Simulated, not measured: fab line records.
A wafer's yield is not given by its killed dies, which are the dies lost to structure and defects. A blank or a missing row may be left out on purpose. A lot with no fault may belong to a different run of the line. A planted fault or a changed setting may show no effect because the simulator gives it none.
What tool caused it? || flow sky130 || Sampling: 14 lots, 42 wafers, 5 of 708 route steps

WHAT THE GAUGES SHOWED, per wafer
SKY_LOCAL_INTERCONNECT_RS_MEAS_01: uses a four-point probe to measure. Usual: for LOCAL_INTERCONNECT_TIN_RS the level is 14.16 ohm/sq and the standard deviation is 0.23.
{"lot": "L708", "measured": "day 28 17:16", "on": "filmMetro-03", "LOCAL_INTERCONNECT_TIN_RS (ohm/sq)": "13.91 14.03 14.05", "flag": ""}
{"lot": "L709", "measured": "day 29 05:26", "on": "filmMetro-03", "LOCAL_INTERCONNECT_TIN_RS (ohm/sq)": "14.06 13.91 13.95", "flag": ""}
{"lot": "L710", "measured": "day 29 18:13", "on": "filmMetro-03", "LOCAL_INTERCONNECT_TIN_RS (ohm/sq)": "13.71 14.01 13.92", "flag": ""}
{"lot": "L712", "measured": "day 30 12:11", "on": "filmMetro-03", "LOCAL_INTERCONNECT_TIN_RS (ohm/sq)": "14.07 14.34 14.38", "flag": ""}
{"lot": "L714", "measured": "day 31 01:16", "on": "filmMetro-03", "LOCAL_INTERCONNECT_TIN_RS (ohm/sq)": "14.11 14.02 14.32", "flag": ""}
{"lot": "L716", "measured": "day 31 14:49", "on": "filmMetro-01", "LOCAL_INTERCONNECT_TIN_RS (ohm/sq)": "14.05 14.08 14.24", "flag": ""}
{"lot": "L717", "measured": "day 31 20:37", "on": "filmMetro-04", "LOCAL_INTERCONNECT_TIN_RS (ohm/sq)": "14.48 14.33 14.15", "flag": ""}
{"lot": "L721", "measured": "day 33 04:35", "on": "filmMetro-04", "LOCAL_INTERCONNECT_TIN_RS (ohm/sq)": "13.65 13.77 13.66", "flag": ""}
{"lot": "L724", "measured": "day 34 16:20", "on": "filmMetro-04", "LOCAL_INTERCONNECT_TIN_RS (ohm/sq)": "13.28 13.46 13.62", "flag": "OFF"}
{"lot": "L725", "measured": "day 34 19:40", "on": "filmMetro-04", "LOCAL_INTERCONNECT_TIN_RS (ohm/sq)": "13.26 13.16 13.18", "flag": "OFF"}
{"lot": "L726", "measured": "day 34 20:16", "on": "filmMetro-03", "LOCAL_INTERCONNECT_TIN_RS (ohm/sq)": "14.07 13.83 14.38", "flag": ""}
{"lot": "L728", "measured": "day 35 16:25", "on": "filmMetro-01", "LOCAL_INTERCONNECT_TIN_RS (ohm/sq)": "13.66 13.90 13.85", "flag": ""}
{"lot": "L729", "measured": "day 36 05:34", "on": "filmMetro-03", "LOCAL_INTERCONNECT_TIN_RS (ohm/sq)": "13.77 14.39 14.01", "flag": ""}
{"lot": "L731", "measured": "day 36 15:38", "on": "filmMetro-04", "LOCAL_INTERCONNECT_TIN_RS (ohm/sq)": "14.28 14.04 14.05", "flag": ""}

SKY_LOCAL_INTERCONNECT_THK_MEAS_02: measures by xrf. Usual: for LOCAL_INTERCONNECT_TIN_THK the level is 98.2 nm and the standard deviation is 1.6.
{"lot": "L708", "measured": "day 28 17:23", "on": "filmMetro-03", "LOCAL_INTERCONNECT_TIN_THK (nm)": "99.3 98.7 98.6", "flag": ""}
{"lot": "L709", "measured": "day 29 05:33", "on": "filmMetro-03", "LOCAL_INTERCONNECT_TIN_THK (nm)": "99.1 99.9 99.9", "flag": ""}
{"lot": "L710", "measured": "day 29 18:20", "on": "filmMetro-03", "LOCAL_INTERCONNECT_TIN_THK (nm)": "101.8 100.2 100.2", "flag": ""}
{"lot": "L712", "measured": "day 30 12:18", "on": "filmMetro-03", "LOCAL_INTERCONNECT_TIN_THK (nm)": "99.1 97.4 97.6", "flag": ""}
{"lot": "L714", "measured": "day 31 01:23", "on": "filmMetro-03", "LOCAL_INTERCONNECT_TIN_THK (nm)": "98.6 99.2 96.9", "flag": ""}
{"lot": "L716", "measured": "day 31 14:56", "on": "filmMetro-01", "LOCAL_INTERCONNECT_TIN_THK (nm)": "99.1 98.9 97.6", "flag": ""}
{"lot": "L717", "measured": "day 31 20:44", "on": "filmMetro-04", "LOCAL_INTERCONNECT_TIN_THK (nm)": "95.5 96.2 97.9", "flag": ""}
{"lot": "L721", "measured": "day 33 04:41", "on": "filmMetro-04", "LOCAL_INTERCONNECT_TIN_THK (nm)": "101.0 100.5 100.8", "flag": ""}
{"lot": "L724", "measured": "day 34 16:27", "on": "filmMetro-04", "LOCAL_INTERCONNECT_TIN_THK (nm)": "103.7 102.5 101.4", "flag": ""}
{"lot": "L725", "measured": "day 34 19:47", "on": "filmMetro-04", "LOCAL_INTERCONNECT_TIN_THK (nm)": "103.7 105.3 105.1", "flag": "OFF"}
{"lot": "L726", "measured": "day 34 20:23", "on": "filmMetro-03", "LOCAL_INTERCONNECT_TIN_THK (nm)": "99.2 100.8 97.1", "flag": ""}
{"lot": "L728", "measured": "day 35 16:32", "on": "filmMetro-01", "LOCAL_INTERCONNECT_TIN_THK (nm)": "101.1 99.7 100.2", "flag": ""}
{"lot": "L729", "measured": "day 36 05:41", "on": "filmMetro-03", "LOCAL_INTERCONNECT_TIN_THK (nm)": "101.0 96.4 99.2", "flag": ""}
{"lot": "L731", "measured": "day 36 15:46", "on": "filmMetro-04", "LOCAL_INTERCONNECT_TIN_THK (nm)": "97.2 98.3 98.7", "flag": ""}

SKY_LOCAL_INTERCONNECT_OVL_MEAS_12. Usual: for LOCAL_INTERCONNECT_OVL the level is -1 nm and the standard deviation is 4.9.
{"lot": "L708", "measured": "day 29 20:39", "on": "overlay-01", "LOCAL_INTERCONNECT_OVL (nm)": "7 10 6", "flag": ""}
{"lot": "L709", "measured": "day 30 08:52", "on": "overlay-01", "LOCAL_INTERCONNECT_OVL (nm)": "4 -6 -4", "flag": ""}
{"lot": "L710", "measured": "day 30 22:08", "on": "overlay-02", "LOCAL_INTERCONNECT_OVL (nm)": "-1 -3 -6", "flag": ""}
{"lot": "L712", "measured": "day 31 15:47", "on": "overlay-01", "LOCAL_INTERCONNECT_OVL (nm)": "-6 -1 -5", "flag": ""}
{"lot": "L714", "measured": "day 32 05:46", "on": "overlay-02", "LOCAL_INTERCONNECT_OVL (nm)": "-1 0 -6", "flag": ""}
{"lot": "L716", "measured": "day 32 18:28", "on": "overlay-02", "LOCAL_INTERCONNECT_OVL (nm)": "-8 -2 -1", "flag": ""}
{"lot": "L717", "measured": "day 32 23:57", "on": "overlay-01", "LOCAL_INTERCONNECT_OVL (nm)": "-2 -6 3", "flag": ""}
{"lot": "L721", "measured": "day 34 06:03", "on": "overlay-02", "LOCAL_INTERCONNECT_OVL (nm)": "-3 0 1", "flag": ""}
{"lot": "L724", "measured": "day 35 19:06", "on": "overlay-02", "LOCAL_INTERCONNECT_OVL (nm)": "6 9 8", "flag": ""}
{"lot": "L725", "measured": "day 35 22:26", "on": "overlay-01", "LOCAL_INTERCONNECT_OVL (nm)": "3 0 2", "flag": ""}
{"lot": "L726", "measured": "day 35 22:34", "on": "overlay-01", "LOCAL_INTERCONNECT_OVL (nm)": "-7 -2 1", "flag": ""}
{"lot": "L728", "measured": "day 36 18:31", "on": "overlay-01", "LOCAL_INTERCONNECT_OVL (nm)": "-3 -6 -3", "flag": ""}
{"lot": "L729", "measured": "day 37 07:31", "on": "overlay-01", "LOCAL_INTERCONNECT_OVL (nm)": "-7 -1 -6", "flag": ""}
{"lot": "L731", "measured": "day 37 16:33", "on": "overlay-02", "LOCAL_INTERCONNECT_OVL (nm)": "-4 -2 1", "flag": ""}

WHICH TOOL RAN EACH LOT (tool, then ch and the chambers of the sampled wafers, then the start)
{"lot": "L708", "SKY_LI_CONTACT_SPUTTER_19": "pvdSputter-03, day 28 16:28", "SKY_LOCAL_INTERCONNECT_SPUTTER_00": "pvdSputter-01, day 28 17:13"}
{"lot": "L709", "SKY_LI_CONTACT_SPUTTER_19": "pvdSputter-01, day 29 04:37", "SKY_LOCAL_INTERCONNECT_SPUTTER_00": "pvdSputter-04, day 29 05:21"}
{"lot": "L710", "SKY_LI_CONTACT_SPUTTER_19": "pvdSputter-03, day 29 17:23", "SKY_LOCAL_INTERCONNECT_SPUTTER_00": "pvdSputter-01, day 29 18:08"}
{"lot": "L712", "SKY_LI_CONTACT_SPUTTER_19": "pvdSputter-03, day 30 11:22", "SKY_LOCAL_INTERCONNECT_SPUTTER_00": "pvdSputter-01, day 30 12:07"}
{"lot": "L714", "SKY_LI_CONTACT_SPUTTER_19": "pvdSputter-03, day 31 00:26", "SKY_LOCAL_INTERCONNECT_SPUTTER_00": "pvdSputter-04, day 31 01:11"}
{"lot": "L716", "SKY_LI_CONTACT_SPUTTER_19": "pvdSputter-02, day 31 14:01", "SKY_LOCAL_INTERCONNECT_SPUTTER_00": "pvdSputter-01, day 31 14:46"}
{"lot": "L717", "SKY_LI_CONTACT_SPUTTER_19": "pvdSputter-02, day 31 19:49", "SKY_LOCAL_INTERCONNECT_SPUTTER_00": "pvdSputter-04, day 31 20:33"}
{"lot": "L721", "SKY_LI_CONTACT_SPUTTER_19": "pvdSputter-03, day 33 03:44", "SKY_LOCAL_INTERCONNECT_SPUTTER_00": "pvdSputter-02, day 33 04:29"}
{"lot": "L724", "SKY_LI_CONTACT_SPUTTER_19": "pvdSputter-01, day 34 15:31", "SKY_LOCAL_INTERCONNECT_SPUTTER_00": "pvdSputter-04, day 34 16:16"}
{"lot": "L725", "SKY_LI_CONTACT_SPUTTER_19": "pvdSputter-03, day 34 18:52", "SKY_LOCAL_INTERCONNECT_SPUTTER_00": "pvdSputter-04, day 34 19:36"}
{"lot": "L726", "SKY_LI_CONTACT_SPUTTER_19": "pvdSputter-01, day 34 19:28", "SKY_LOCAL_INTERCONNECT_SPUTTER_00": "pvdSputter-01, day 34 20:12"}
{"lot": "L728", "SKY_LI_CONTACT_SPUTTER_19": "pvdSputter-02, day 35 15:35", "SKY_LOCAL_INTERCONNECT_SPUTTER_00": "pvdSputter-02, day 35 16:20"}
{"lot": "L729", "SKY_LI_CONTACT_SPUTTER_19": "pvdSputter-03, day 36 04:46", "SKY_LOCAL_INTERCONNECT_SPUTTER_00": "pvdSputter-01, day 36 05:31"}
{"lot": "L731", "SKY_LI_CONTACT_SPUTTER_19": "pvdSputter-03, day 36 14:50", "SKY_LOCAL_INTERCONNECT_SPUTTER_00": "pvdSputter-01, day 36 15:35"}
- SKY_LI_CONTACT_SPUTTER_19: material Ti, target thk 20 nm, time 106.37 s.
- SKY_LOCAL_INTERCONNECT_SPUTTER_00: material TiN, target thk 100 nm, time 83.3 s.

WHAT THE TOOLS THEMSELVES READ (means of the sampled wafers that have a number; where no wafer has one, the mark that the record gives instead)
SKY_LI_CONTACT_SPUTTER_19. Usual: cathodeDcPowerW 2500.1 W, standard deviation 0.43; throttleValvePct 30.2 %, standard deviation 1.3.
{"lot": "L708", "tool": "pvdSputter-03", "cathodeDcPowerW (W)": 2500.2, "throttleValvePct (%)": 30.5, "flag": ""}
{"lot": "L709", "tool": "pvdSputter-01", "cathodeDcPowerW (W)": 2500.4, "throttleValvePct (%)": 30.8, "flag": ""}
{"lot": "L710", "tool": "pvdSputter-03", "cathodeDcPowerW (W)": 2500.0, "throttleValvePct (%)": 31.2, "flag": ""}
{"lot": "L712", "tool": "pvdSputter-03", "cathodeDcPowerW (W)": 2499.8, "throttleValvePct (%)": 29.1, "flag": ""}
{"lot": "L714", "tool": "pvdSputter-03", "cathodeDcPowerW (W)": 2500.0, "throttleValvePct (%)": 30.3, "flag": ""}
{"lot": "L716", "tool": "pvdSputter-02", "cathodeDcPowerW (W)": 2500.4, "throttleValvePct (%)": 29.8, "flag": ""}
{"lot": "L717", "tool": "pvdSputter-02", "cathodeDcPowerW (W)": 2500.0, "throttleValvePct (%)": 29.6, "flag": ""}
{"lot": "L721", "tool": "pvdSputter-03", "cathodeDcPowerW (W)": 2500.0, "throttleValvePct (%)": 31.8, "flag": ""}
{"lot": "L724", "tool": "pvdSputter-01", "cathodeDcPowerW (W)": 2500.1, "throttleValvePct (%)": 30.0, "flag": ""}
{"lot": "L725", "tool": "pvdSputter-03", "cathodeDcPowerW (W)": 2499.9, "throttleValvePct (%)": 30.5, "flag": ""}
{"lot": "L726", "tool": "pvdSputter-01", "cathodeDcPowerW (W)": 2499.7, "throttleValvePct (%)": 30.2, "flag": ""}
{"lot": "L728", "tool": "pvdSputter-02", "cathodeDcPowerW (W)": 2500.3, "throttleValvePct (%)": 29.8, "flag": ""}
{"lot": "L729", "tool": "pvdSputter-03", "cathodeDcPowerW (W)": 2500.1, "throttleValvePct (%)": 30.0, "flag": ""}
{"lot": "L731", "tool": "pvdSputter-03", "cathodeDcPowerW (W)": 2500.0, "throttleValvePct (%)": 31.3, "flag": ""}

SKY_LOCAL_INTERCONNECT_SPUTTER_00. Usual: cathodeDcPowerW 6500.0 W, standard deviation 1.2; susceptorTempC 300.01 C, standard deviation 0.21; throttleValvePct 30.0 %, standard deviation 0.93.
{"lot": "L708", "tool": "pvdSputter-01", "cathodeDcPowerW (W)": 6499.6, "susceptorTempC (C)": 300.13, "throttleValvePct (%)": 29.5, "flag": ""}
{"lot": "L709", "tool": "pvdSputter-04", "cathodeDcPowerW (W)": 6499.8, "susceptorTempC (C)": 299.95, "throttleValvePct (%)": 30.3, "flag": ""}
{"lot": "L710", "tool": "pvdSputter-01", "cathodeDcPowerW (W)": 6500.3, "susceptorTempC (C)": 299.83, "throttleValvePct (%)": 30.0, "flag": ""}
{"lot": "L712", "tool": "pvdSputter-01", "cathodeDcPowerW (W)": 6500.1, "susceptorTempC (C)": 299.98, "throttleValvePct (%)": 30.0, "flag": ""}
{"lot": "L714", "tool": "pvdSputter-04", "cathodeDcPowerW (W)": 6499.3, "susceptorTempC (C)": 299.92, "throttleValvePct (%)": 30.0, "flag": ""}
{"lot": "L716", "tool": "pvdSputter-01", "cathodeDcPowerW (W)": 6500.8, "susceptorTempC (C)": 300.03, "throttleValvePct (%)": 29.7, "flag": ""}
{"lot": "L717", "tool": "pvdSputter-04", "cathodeDcPowerW (W)": 6499.8, "susceptorTempC (C)": 300.13, "throttleValvePct (%)": 30.3, "flag": ""}
{"lot": "L721", "tool": "pvdSputter-02", "cathodeDcPowerW (W)": 6500.2, "susceptorTempC (C)": 299.91, "throttleValvePct (%)": 29.8, "flag": ""}
{"lot": "L724", "tool": "pvdSputter-04", "cathodeDcPowerW (W)": 7016.4, "susceptorTempC (C)": 300.04, "throttleValvePct (%)": 30.2, "flag": "OFF"}
{"lot": "L725", "tool": "pvdSputter-04", "cathodeDcPowerW (W)": 7015.3, "susceptorTempC (C)": 300.02, "throttleValvePct (%)": 29.8, "flag": "OFF"}
{"lot": "L726", "tool": "pvdSputter-01", "cathodeDcPowerW (W)": 6500.7, "susceptorTempC (C)": 299.84, "throttleValvePct (%)": 30.0, "flag": ""}
{"lot": "L728", "tool": "pvdSputter-02", "cathodeDcPowerW (W)": 6500.0, "susceptorTempC (C)": 299.96, "throttleValvePct (%)": 29.9, "flag": ""}
{"lot": "L729", "tool": "pvdSputter-01", "cathodeDcPowerW (W)": 6499.6, "susceptorTempC (C)": 300.03, "throttleValvePct (%)": 30.0, "flag": ""}
{"lot": "L731", "tool": "pvdSputter-01", "cathodeDcPowerW (W)": 6499.6, "susceptorTempC (C)": 300.19, "throttleValvePct (%)": 29.4, "flag": ""}

THE ANSWER, worked out from the rows above alone
Rule: a lot counts as off when the mean over its wafers that have a number is more than 3 standard deviations away from the usual mean. A lot without any number at a reading at which 4 lots or more have one is off too. Any other lot the step has rows for is counted as sound. The gauges are gone through in route order, then the tools' own readings, and for those a lot's mean is taken as printed above. At the first step where some lot is off, the reading lying furthest off is the one used; lots without a number count as furthest.
Off: L724, L725, seen at SKY_LOCAL_INTERCONNECT_RS_MEAS_01 (LOCAL_INTERCONNECT_TIN_RS).
If a tool, at a process step before that reading, ran all the lots that are off and no sound lot after the first of them, it fits. Not tried: the gauges at SKY_LOCAL_INTERCONNECT_RS_MEAS_01; whatever is off there is also off at SKY_LOCAL_INTERCONNECT_SPUTTER_00, on other tools, and gauge error can't account for it. One fits: SKY_LOCAL_INTERCONNECT_SPUTTER_00 on pvdSputter-04. Its last sound lot is L717 (day 31 20:33), its first lot that is off L724 (day 34 16:16): a fault that began between those two fits.
The tool's own readings at SKY_LOCAL_INTERCONNECT_SPUTTER_00 bear it out: on the lots that are off they differ by more than 5 times the standard deviation of the sound lots' means. cathodeDcPowerW reads 7015.9 W there against 6500.0 W on the sound lots.

WHAT HAD BEEN PUT IN BY THE SIMULATOR
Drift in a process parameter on pvdSputter-04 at SKY_LOCAL_INTERCONNECT_SPUTTER_00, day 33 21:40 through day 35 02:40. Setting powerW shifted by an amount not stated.
Struck lots among those shown: L724, L725. The rule above reached the same finding.
